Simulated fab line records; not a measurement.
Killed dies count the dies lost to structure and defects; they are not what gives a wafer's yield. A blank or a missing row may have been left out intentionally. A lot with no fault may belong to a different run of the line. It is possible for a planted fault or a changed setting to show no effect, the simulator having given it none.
fab line records :: flow sky130
record:
  lots: 5
  wafers: 15
  lastDay: 50
route steps=708 shown PWDE@48 NWELL@56
lots with no fault: from the same line, run without faults
startH: hours from the record's opening day to when the first of the lot's shown wafers began :: waitH: time in hours since the lot's previous step :: " same as the row above :: L1.1+2: one row covering several wafers at once :: - no value, or no start was given :: * or withheld: withheld :: < > ~ a bound
route shown NAME@n: NAME is a module with steps in the file, n the number in the route of the first one :: usual: mean and standard deviation over wafers with no fault :: same: alike in all rows :: chamber/n: place in a boat :: sites: each site's reading :: _std_site: standard deviation across them :: _edge_site: mean of outer sites minus mean of inner sites :: radiusMm: for every site, how far away it sits from the centre of the wafer :: mask NAME#n: copy n :: behind: tool/chamber where the wafer was last shaped :: hold: why the lot was held/for how many hours/how that ended :: device: whichever transistor did not switch (one of n, p or np) :: end of line: tests run on the same wafers once the route is complete :: for a step that has no rows: nothing shown but its recipe :: killed: the dies lost at the first sort to structure and to defects; this is not the yield of the wafer :: map: dies across one wafer; x = killed, . = not, _ = none there
set.NAME: the setting the step ran with; set.NAME@STEP: the setting that earlier step ran with :: model.NAME: the simulator's own value behind a step, which no gauge read
lots at some steps of the route; a table a step, a row a wafer
services: from which hour (startH, from the record's first day; less than 0 if before it) a tool's chamber was out of use, for how many hours, and why
== steps ==
step: SKY_PWDE_SOFTBAKE_03
recipe:
  tempC: 110
  timeS: withheld
step: SKY_PWDE_EXPOSE_04
recipe:
  maskId: PWDEM
  na: 0.6
  sourceShape: conventional
  sigmaOuter: 0.6
  polarization: unpolarized
  targetCdNm: 840
  doseMj: 214
step: SKY_PWDE_PEB_05
recipe:
  tempC: 115
  timeS: withheld
step: SKY_PWDE_DEVELOP_06
recipe:
  wallAngleDeg: 90
  developer: TMAH
  developTimeS: 60
  devTempC: 23
step: SKY_PWDE_OVL_MEAS_07
usual:
  PWDE_OVL: -0.4/1
lot.wafer: L745.1
tool: overlay-02
chamber: -
startH: 80.88
waitH: -
PWDE_OVL[nm]: -1.2

lot.wafer: L745.3
tool: overlay-02
chamber: -
startH: 80.88
waitH: -
PWDE_OVL[nm]: -1.3

lot.wafer: L745.6
tool: overlay-02
chamber: -
startH: 80.88
waitH: -
PWDE_OVL[nm]: -0.7

lot.wafer: L750.4
tool: overlay-01
chamber: -
startH: 107.76
waitH: -
PWDE_OVL[nm]: 0.0

lot.wafer: L750.5
tool: overlay-01
chamber: -
startH: 107.76
waitH: -
PWDE_OVL[nm]: -0.9

lot.wafer: L750.6
tool: overlay-01
chamber: -
startH: 107.76
waitH: -
PWDE_OVL[nm]: -1.1

lot.wafer: L751.1
tool: overlay-01
chamber: -
startH: 113.78
waitH: -
PWDE_OVL[nm]: -0.8

lot.wafer: L751.3
tool: overlay-01
chamber: -
startH: 113.78
waitH: -
PWDE_OVL[nm]: 0.1

lot.wafer: L751.4
tool: overlay-01
chamber: -
startH: 113.78
waitH: -
PWDE_OVL[nm]: 0.4

lot.wafer: L759.1
tool: overlay-01
chamber: -
startH: 157.59
waitH: -
PWDE_OVL[nm]: -2.2

lot.wafer: L759.5
tool: overlay-01
chamber: -
startH: 157.59
waitH: -
PWDE_OVL[nm]: -1.5

lot.wafer: L759.6
tool: overlay-01
chamber: -
startH: 157.59
waitH: -
PWDE_OVL[nm]: -1.2

lot.wafer: L764.3
tool: overlay-02
chamber: -
startH: 188.10
waitH: -
PWDE_OVL[nm]: -0.4

lot.wafer: L764.4
tool: overlay-02
chamber: -
startH: 188.10
waitH: -
PWDE_OVL[nm]: 2.0

lot.wafer: L764.5
tool: overlay-02
chamber: -
startH: 188.10
waitH: -
PWDE_OVL[nm]: -0.8
step: SKY_PWDE_IMPLANT_08
recipe:
  species: B
  energyKev: 150
  doseCm2: 3.6e+12
  tiltDeg: withheld
step: SKY_PWDE_STRIP_09
recipe:
  chemistry: O2/N2
  powerW: 1400
  pressureMtorr: 1500
  platenTempC: withheld
  o2FlowSccm: 3000
  n2FlowSccm: 300
  overashFraction: 0.5
usual:
  drypumpMotorCurrentA: 5.4/0.47
  oesProductAu: 0.722/0.0043
  stripTimeToEndpointS: 36.94/0.1
lot.wafer: L745.1
tool: plasmaAsher-04
chamber: 0
startH: 81.07
waitH: 0.1
drypumpMotorCurrentA: 5.0
oesProductAu: 0.725
rfHoursCounterH: 28
stripTimeToEndpointS: 36.73

lot.wafer: L745.3
tool: plasmaAsher-04
chamber: 0
startH: 81.07
waitH: 0.1
drypumpMotorCurrentA: 5.0
oesProductAu: 0.727
rfHoursCounterH: -
stripTimeToEndpointS: 36.76

lot.wafer: L745.6
tool: plasmaAsher-04
chamber: 1
startH: 81.07
waitH: 0.1
drypumpMotorCurrentA: 5.2
oesProductAu: 0.727
rfHoursCounterH: -
stripTimeToEndpointS: 36.76

lot.wafer: L750.4
tool: plasmaAsher-02
chamber: 0
startH: 107.96
waitH: 0.1
drypumpMotorCurrentA: 5.0
oesProductAu: 0.717
rfHoursCounterH: -
stripTimeToEndpointS: 36.88

lot.wafer: L750.5
tool: plasmaAsher-02
chamber: 0
startH: 107.96
waitH: 0.1
drypumpMotorCurrentA: 5.0
oesProductAu: 0.729
rfHoursCounterH: -
stripTimeToEndpointS: 36.93

lot.wafer: L750.6
tool: plasmaAsher-02
chamber: 1
startH: 107.96
waitH: 0.1
drypumpMotorCurrentA: 6.1
oesProductAu: 0.719
rfHoursCounterH: -
stripTimeToEndpointS: 36.87

lot.wafer: L751.1
tool: plasmaAsher-04
chamber: 0
startH: 113.97
waitH: 0.1
drypumpMotorCurrentA: 5.0
oesProductAu: 0.722
rfHoursCounterH: 31
stripTimeToEndpointS: 37.09

lot.wafer: L751.3
tool: plasmaAsher-04
chamber: 0
startH: 113.97
waitH: 0.1
drypumpMotorCurrentA: 5.0
oesProductAu: 0.719
rfHoursCounterH: -
stripTimeToEndpointS: 37.14

lot.wafer: L751.4
tool: plasmaAsher-04
chamber: 1
startH: 113.97
waitH: 0.1
drypumpMotorCurrentA: 5.2
oesProductAu: 0.722
rfHoursCounterH: -
stripTimeToEndpointS: 37.05

lot.wafer: L759.1
tool: plasmaAsher-03
chamber: 0
startH: 157.78
waitH: 0.1
drypumpMotorCurrentA: 5.2
oesProductAu: 0.718
rfHoursCounterH: 45
stripTimeToEndpointS: 36.90

lot.wafer: L759.5
tool: plasmaAsher-03
chamber: 1
startH: 157.78
waitH: 0.1
drypumpMotorCurrentA: 6.1
oesProductAu: 0.721
rfHoursCounterH: -
stripTimeToEndpointS: 36.97

lot.wafer: L759.6
tool: plasmaAsher-03
chamber: 0
startH: 157.78
waitH: 0.1
drypumpMotorCurrentA: 5.2
oesProductAu: 0.721
rfHoursCounterH: -
stripTimeToEndpointS: 36.98

lot.wafer: L764.3
tool: plasmaAsher-03
chamber: 0
startH: 188.31
waitH: 0.1
drypumpMotorCurrentA: 5.3
oesProductAu: 0.726
rfHoursCounterH: -
stripTimeToEndpointS: 36.94

lot.wafer: L764.4
tool: plasmaAsher-03
chamber: 1
startH: 188.31
waitH: 0.1
drypumpMotorCurrentA: 6.0
oesProductAu: 0.720
rfHoursCounterH: -
stripTimeToEndpointS: 36.97

lot.wafer: L764.5
tool: plasmaAsher-03
chamber: 0
startH: 188.31
waitH: 0.1
drypumpMotorCurrentA: 5.2
oesProductAu: 0.727
rfHoursCounterH: -
stripTimeToEndpointS: 36.77
step: SKY_PWDE_TW_MEAS_10
usual:
  PWDE_TW: 378.5/2.5
lot.wafer: L745.1
tool: filmMetro-01
chamber: -
startH: 81.17
waitH: 0.1
PWDE_TW: 381.5

lot.wafer: L745.3
tool: filmMetro-01
chamber: -
startH: 81.17
waitH: 0.1
PWDE_TW: 382.1

lot.wafer: L745.6
tool: filmMetro-01
chamber: -
startH: 81.17
waitH: 0.1
PWDE_TW: 385.6

lot.wafer: L750.4
tool: filmMetro-02
chamber: -
startH: 108.06
waitH: 0.1
PWDE_TW: 379.8

lot.wafer: L750.5
tool: filmMetro-02
chamber: -
startH: 108.06
waitH: 0.1
PWDE_TW: 381.7

lot.wafer: L750.6
tool: filmMetro-02
chamber: -
startH: 108.06
waitH: 0.1
PWDE_TW: 381.2

lot.wafer: L751.1
tool: filmMetro-02
chamber: -
startH: 114.07
waitH: 0.1
PWDE_TW: 378.9

lot.wafer: L751.3
tool: filmMetro-02
chamber: -
startH: 114.07
waitH: 0.1
PWDE_TW: 377.6

lot.wafer: L751.4
tool: filmMetro-02
chamber: -
startH: 114.07
waitH: 0.1
PWDE_TW: 377.8

lot.wafer: L759.1
tool: filmMetro-02
chamber: -
startH: 157.88
waitH: 0.1
PWDE_TW: 378.6

lot.wafer: L759.5
tool: filmMetro-02
chamber: -
startH: 157.88
waitH: 0.1
PWDE_TW: 374.6

lot.wafer: L759.6
tool: filmMetro-02
chamber: -
startH: 157.88
waitH: 0.1
PWDE_TW: 375.7

lot.wafer: L764.3
tool: filmMetro-02
chamber: -
startH: 188.40
waitH: 0.1
PWDE_TW: 376.3

lot.wafer: L764.4
tool: filmMetro-02
chamber: -
startH: 188.40
waitH: 0.1
PWDE_TW: 376.0

lot.wafer: L764.5
tool: filmMetro-02
chamber: -
startH: 188.40
waitH: 0.1
PWDE_TW: 374.6
step: SKY_NWELL_DEHYDRATE_03
recipe:
  tempC: 200
  timeS: 60
step: SKY_NWELL_HMDS_04
recipe:
  primeTimeS: 60
  primeTempC: 120
step: SKY_NWELL_COAT_05
recipe:
  spinRpm: 1961
  resistThkNm: 3000
step: SKY_NWELL_SOFTBAKE_06
recipe:
  tempC: 110
  timeS: withheld
step: SKY_NWELL_EXPOSE_07
recipe:
  maskId: NWM
  na: 0.6
  sourceShape: conventional
  sigmaOuter: 0.6
  polarization: unpolarized
  targetCdNm: 840
  doseMj: 255
usual:
  exposureDoseMJCm2: 254.97/0.25
lot.wafer: L745.1
tool: ilineStepper-01
chamber: 0
startH: 89.98
waitH: -
mask: NWM#0
exposureDoseMJCm2: 254.95

lot.wafer: L745.3
tool: ilineStepper-01
chamber: 0
startH: 89.98
waitH: -
mask: NWM#0
exposureDoseMJCm2: 255.24

lot.wafer: L745.6
tool: ilineStepper-01
chamber: 0
startH: 89.98
waitH: -
mask: NWM#0
exposureDoseMJCm2: 255.05

lot.wafer: L750.4
tool: ilineStepper-01
chamber: 0
startH: 116.67
waitH: -
mask: PWDEM#0
exposureDoseMJCm2: 254.65

lot.wafer: L750.5
tool: ilineStepper-01
chamber: 0
startH: 116.67
waitH: -
mask: PWDEM#0
exposureDoseMJCm2: 255.00

lot.wafer: L750.6
tool: ilineStepper-01
chamber: 0
startH: 116.67
waitH: -
mask: PWDEM#0
exposureDoseMJCm2: 255.12

lot.wafer: L751.1
tool: ilineStepper-02
chamber: 0
startH: 124.11
waitH: -
mask: NWM#0
exposureDoseMJCm2: 254.91

lot.wafer: L751.3
tool: ilineStepper-02
chamber: 0
startH: 124.11
waitH: -
mask: NWM#0
exposureDoseMJCm2: 255.57

lot.wafer: L751.4
tool: ilineStepper-02
chamber: 0
startH: 124.11
waitH: -
mask: NWM#0
exposureDoseMJCm2: 255.45

lot.wafer: L759.1
tool: ilineStepper-02
chamber: 0
startH: 167.97
waitH: -
mask: NWM#0
exposureDoseMJCm2: 254.70

lot.wafer: L759.5
tool: ilineStepper-02
chamber: 0
startH: 167.97
waitH: -
mask: NWM#0
exposureDoseMJCm2: 254.96

lot.wafer: L759.6
tool: ilineStepper-02
chamber: 0
startH: 167.97
waitH: -
mask: NWM#0
exposureDoseMJCm2: 254.98

lot.wafer: L764.3
tool: ilineStepper-01
chamber: 0
startH: 198.35
waitH: -
mask: NWM#0
exposureDoseMJCm2: 254.71

lot.wafer: L764.4
tool: ilineStepper-01
chamber: 0
startH: 198.35
waitH: -
mask: NWM#0
exposureDoseMJCm2: 255.02

lot.wafer: L764.5
tool: ilineStepper-01
chamber: 0
startH: 198.35
waitH: -
mask: NWM#0
exposureDoseMJCm2: 255.04
step: SKY_NWELL_PEB_08
recipe:
  tempC: 115
  timeS: withheld
step: SKY_NWELL_DEVELOP_09
recipe:
  wallAngleDeg: 90
  developer: TMAH
  developTimeS: 60
  devTempC: 23
step: SKY_NWELL_OVL_MEAS_10
usual:
  NWELL_00_OVL: 0.2/1.3
lot.wafer: L745.1
tool: overlay-01
chamber: -
startH: 97.18
waitH: -
NWELL_00_OVL[nm]: 0.7

lot.wafer: L745.3
tool: overlay-01
chamber: -
startH: 97.18
waitH: -
NWELL_00_OVL[nm]: 1.6

lot.wafer: L745.6
tool: overlay-01
chamber: -
startH: 97.18
waitH: -
NWELL_00_OVL[nm]: 2.7

lot.wafer: L750.4
tool: overlay-02
chamber: -
startH: 126.25
waitH: -
NWELL_00_OVL[nm]: -

lot.wafer: L750.5
tool: overlay-02
chamber: -
startH: 126.25
waitH: -
NWELL_00_OVL[nm]: -

lot.wafer: L750.6
tool: overlay-02
chamber: -
startH: 126.25
waitH: -
NWELL_00_OVL[nm]: -

lot.wafer: L751.1
tool: overlay-02
chamber: -
startH: 132.93
waitH: -
NWELL_00_OVL[nm]: -0.5

lot.wafer: L751.3
tool: overlay-02
chamber: -
startH: 132.93
waitH: -
NWELL_00_OVL[nm]: 0.2

lot.wafer: L751.4
tool: overlay-02
chamber: -
startH: 132.93
waitH: -
NWELL_00_OVL[nm]: -0.5

lot.wafer: L759.1
tool: overlay-01
chamber: -
startH: 177.59
waitH: -
NWELL_00_OVL[nm]: 1.9

lot.wafer: L759.5
tool: overlay-01
chamber: -
startH: 177.59
waitH: -
NWELL_00_OVL[nm]: 2.6

lot.wafer: L759.6
tool: overlay-01
chamber: -
startH: 177.59
waitH: -
NWELL_00_OVL[nm]: 0.7

lot.wafer: L764.3
tool: overlay-01
chamber: -
startH: 209.84
waitH: -
NWELL_00_OVL[nm]: 1.0

lot.wafer: L764.4
tool: overlay-01
chamber: -
startH: 209.84
waitH: -
NWELL_00_OVL[nm]: 0.8

lot.wafer: L764.5
tool: overlay-01
chamber: -
startH: 209.84
waitH: -
NWELL_00_OVL[nm]: 0.6
step: SKY_NWELL_IMPLANT_11
recipe:
  species: P
  energyKev: 400
  doseCm2: 1.9e+13
  tiltDeg: withheld
step: SKY_NWELL_IMPLANT_12
recipe:
  species: P
  energyKev: 120
  doseCm2: 1.3e+12
  tiltDeg: withheld
step: SKY_NWELL_IMPLANT_13
recipe:
  species: P
  energyKev: 50
  doseCm2: 7e+11
  tiltDeg: withheld
step: SKY_NWELL_STRIP_14
recipe:
  chemistry: O2/N2
  powerW: 1400
  pressureMtorr: 1500
  platenTempC: withheld
  o2FlowSccm: 3000
  n2FlowSccm: 300
  overashFraction: 0.5
usual:
  drypumpMotorCurrentA: 5.6/0.48
  oesProductAu: 0.722/0.0044
  stripTimeToEndpointS: 37.31/0.088
lot.wafer: L745.1
tool: plasmaAsher-04
chamber: 0
startH: 97.67
waitH: 0.1
drypumpMotorCurrentA: 5.0
oesProductAu: 0.730
rfHoursCounterH: 30
stripTimeToEndpointS: 37.27

lot.wafer: L745.3
tool: plasmaAsher-04
chamber: 1
startH: 97.67
waitH: 0.1
drypumpMotorCurrentA: 5.2
oesProductAu: 0.720
rfHoursCounterH: -
stripTimeToEndpointS: 37.29

lot.wafer: L745.6
tool: plasmaAsher-04
chamber: 0
startH: 97.67
waitH: 0.1
drypumpMotorCurrentA: 5.0
oesProductAu: 0.721
rfHoursCounterH: -
stripTimeToEndpointS: 37.35

lot.wafer: L750.4
tool: plasmaAsher-03
chamber: 1
startH: 126.75
waitH: 0.1
drypumpMotorCurrentA: 6.0
oesProductAu: 0.723
rfHoursCounterH: -
stripTimeToEndpointS: 37.37

lot.wafer: L750.5
tool: plasmaAsher-03
chamber: 1
startH: 126.75
waitH: 0.1
drypumpMotorCurrentA: 6.0
oesProductAu: 0.727
rfHoursCounterH: -
stripTimeToEndpointS: 37.29

lot.wafer: L750.6
tool: plasmaAsher-03
chamber: 0
startH: 126.75
waitH: 0.1
drypumpMotorCurrentA: 5.2
oesProductAu: 0.724
rfHoursCounterH: -
stripTimeToEndpointS: 37.44

lot.wafer: L751.1
tool: plasmaAsher-01
chamber: 1
startH: 133.42
waitH: 0.1
drypumpMotorCurrentA: 5.6
oesProductAu: 0.725
rfHoursCounterH: 45
stripTimeToEndpointS: 37.46

lot.wafer: L751.3
tool: plasmaAsher-01
chamber: 1
startH: 133.42
waitH: 0.1
drypumpMotorCurrentA: 5.7
oesProductAu: 0.730
rfHoursCounterH: -
stripTimeToEndpointS: 37.47

lot.wafer: L751.4
tool: plasmaAsher-01
chamber: 0
startH: 133.42
waitH: 0.1
drypumpMotorCurrentA: 6.4
oesProductAu: 0.724
rfHoursCounterH: -
stripTimeToEndpointS: 37.44

lot.wafer: L759.1
tool: plasmaAsher-04
chamber: 0
startH: 178.08
waitH: 0.1
drypumpMotorCurrentA: 5.0
oesProductAu: 0.722
rfHoursCounterH: 38
stripTimeToEndpointS: 37.29

lot.wafer: L759.5
tool: plasmaAsher-04
chamber: 0
startH: 178.08
waitH: 0.1
drypumpMotorCurrentA: 5.0
oesProductAu: 0.713
rfHoursCounterH: -
stripTimeToEndpointS: 37.32

lot.wafer: L759.6
tool: plasmaAsher-04
chamber: 1
startH: 178.08
waitH: 0.1
drypumpMotorCurrentA: 5.2
oesProductAu: 0.729
rfHoursCounterH: -
stripTimeToEndpointS: 37.42

lot.wafer: L764.3
tool: plasmaAsher-03
chamber: 1
startH: 210.35
waitH: 0.1
drypumpMotorCurrentA: 6.1
oesProductAu: 0.716
rfHoursCounterH: -
stripTimeToEndpointS: 37.25

lot.wafer: L764.4
tool: plasmaAsher-03
chamber: 0
startH: 210.35
waitH: 0.1
drypumpMotorCurrentA: 5.2
oesProductAu: 0.724
rfHoursCounterH: -
stripTimeToEndpointS: 37.37

lot.wafer: L764.5
tool: plasmaAsher-03
chamber: 1
startH: 210.35
waitH: 0.1
drypumpMotorCurrentA: 6.1
oesProductAu: 0.719
rfHoursCounterH: -
stripTimeToEndpointS: 37.28
step: SKY_NWELL_TW_MEAS_15
usual:
  NWELL_TW: 1846/9.7
lot.wafer: L745.1
tool: filmMetro-01
chamber: -
startH: 97.77
waitH: 0.1
NWELL_TW: 1842

lot.wafer: L745.3
tool: filmMetro-01
chamber: -
startH: 97.77
waitH: 0.1
NWELL_TW: 1847

lot.wafer: L745.6
tool: filmMetro-01
chamber: -
startH: 97.77
waitH: 0.1
NWELL_TW: 1843

lot.wafer: L750.4
tool: filmMetro-01
chamber: -
startH: 126.85
waitH: 0.1
NWELL_TW: 30

lot.wafer: L750.5
tool: filmMetro-01
chamber: -
startH: 126.85
waitH: 0.1
NWELL_TW: 30

lot.wafer: L750.6
tool: filmMetro-01
chamber: -
startH: 126.85
waitH: 0.1
NWELL_TW: 31

lot.wafer: L751.1
tool: filmMetro-01
chamber: -
startH: 133.52
waitH: 0.1
NWELL_TW: 1859

lot.wafer: L751.3
tool: filmMetro-01
chamber: -
startH: 133.52
waitH: 0.1
NWELL_TW: 1858

lot.wafer: L751.4
tool: filmMetro-01
chamber: -
startH: 133.52
waitH: 0.1
NWELL_TW: 1856

lot.wafer: L759.1
tool: filmMetro-04
chamber: -
startH: 178.18
waitH: 0.1
NWELL_TW: 1848

lot.wafer: L759.5
tool: filmMetro-04
chamber: -
startH: 178.18
waitH: 0.1
NWELL_TW: 1835

lot.wafer: L759.6
tool: filmMetro-04
chamber: -
startH: 178.18
waitH: 0.1
NWELL_TW: 1837

lot.wafer: L764.3
tool: filmMetro-02
chamber: -
startH: 210.44
waitH: 0.1
NWELL_TW: 1852

lot.wafer: L764.4
tool: filmMetro-02
chamber: -
startH: 210.44
waitH: 0.1
NWELL_TW: 1862

lot.wafer: L764.5
tool: filmMetro-02
chamber: -
startH: 210.44
waitH: 0.1
NWELL_TW: 1852
step: SKY_NWELL_DEHYDRATE_16
recipe:
  tempC: 200
  timeS: 60
== services ==
tool: ilineStepper-01
chamber: 0
startH: 62.71
hours: -
kind: calibration

tool: ilineStepper-02
chamber: -
startH: 71.41
hours: 19.9
kind: repair

tool: plasmaAsher-04
chamber: -
startH: 74.31
hours: 2.0
kind: repair

tool: plasmaAsher-01
chamber: -
startH: 80.04
hours: 0.5
kind: repair

tool: plasmaAsher-02
chamber: -
startH: 106.94
hours: 0.5
kind: repair

tool: plasmaAsher-02
chamber: -
startH: 108.75
hours: 9.0
kind: pm

tool: plasmaAsher-02
chamber: 0
startH: 108.75
hours: 9.0
kind: ventCycle

tool: plasmaAsher-02
chamber: 1
startH: 108.75
hours: 9.0
kind: ventCycle

tool: ilineStepper-02
chamber: -
startH: 116.76
hours: -
kind: calibration

tool: plasmaAsher-02
chamber: 0
startH: 117.75
hours: -
kind: clean

tool: plasmaAsher-02
chamber: 1
startH: 117.75
hours: -
kind: clean

tool: ilineStepper-02
chamber: 0
startH: 158.74
hours: -
kind: calibration

tool: plasmaAsher-03
chamber: -
startH: 174.20
hours: 0.9
kind: repair

tool: ilineStepper-02
chamber: -
startH: 186.10
hours: 2.1
kind: pm

tool: ilineStepper-02
chamber: -
startH: 188.18
hours: -
kind: consumableReplace:lamp

tool: ilineStepper-01
chamber: -
startH: 200.28
hours: 1.7
kind: pm
== key ==
firstSign:
  step: SKY_NWELL_EXPOSE_07
  reading: mask
  direction: changed
effect:
  step: SKY_NWELL_OVL_MEAS_10
  reading: NWELL_00_OVL
  direction: missing
effect:
  step: SKY_NWELL_TW_MEAS_15
  reading: NWELL_TW
  direction: down
  sigmas: 99+
  usual: 1846
  struck: 30
metAt SKY_NWELL_EXPOSE_07
struckWafers L750.4,L750.5,L750.6
sortLeftOut L750.4,L750.5,L750.6
testerLeftOut L750
onsetBetween 89.98 116.67
fault:
  kind: wrongMask
  tool: any
  chamber: -
  onsetH: 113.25
  steps: SKY_NWELL_EXPOSE_07
  auxCopy: PWDEM#0
  scope: struckLotsOnly
testerLeftOut: of these lots the tester's yield and bins aren't shown, on N5 and GAA mostly nor the transistor test; their killed dies are dies lost to structure and defects alone, not to doping, threshold or leakage, so they don't give the yield
sortLeftOut: the simulated sort isn't trusted on such a fault, so these wafers' sort isn't shown, and their yield isn't known
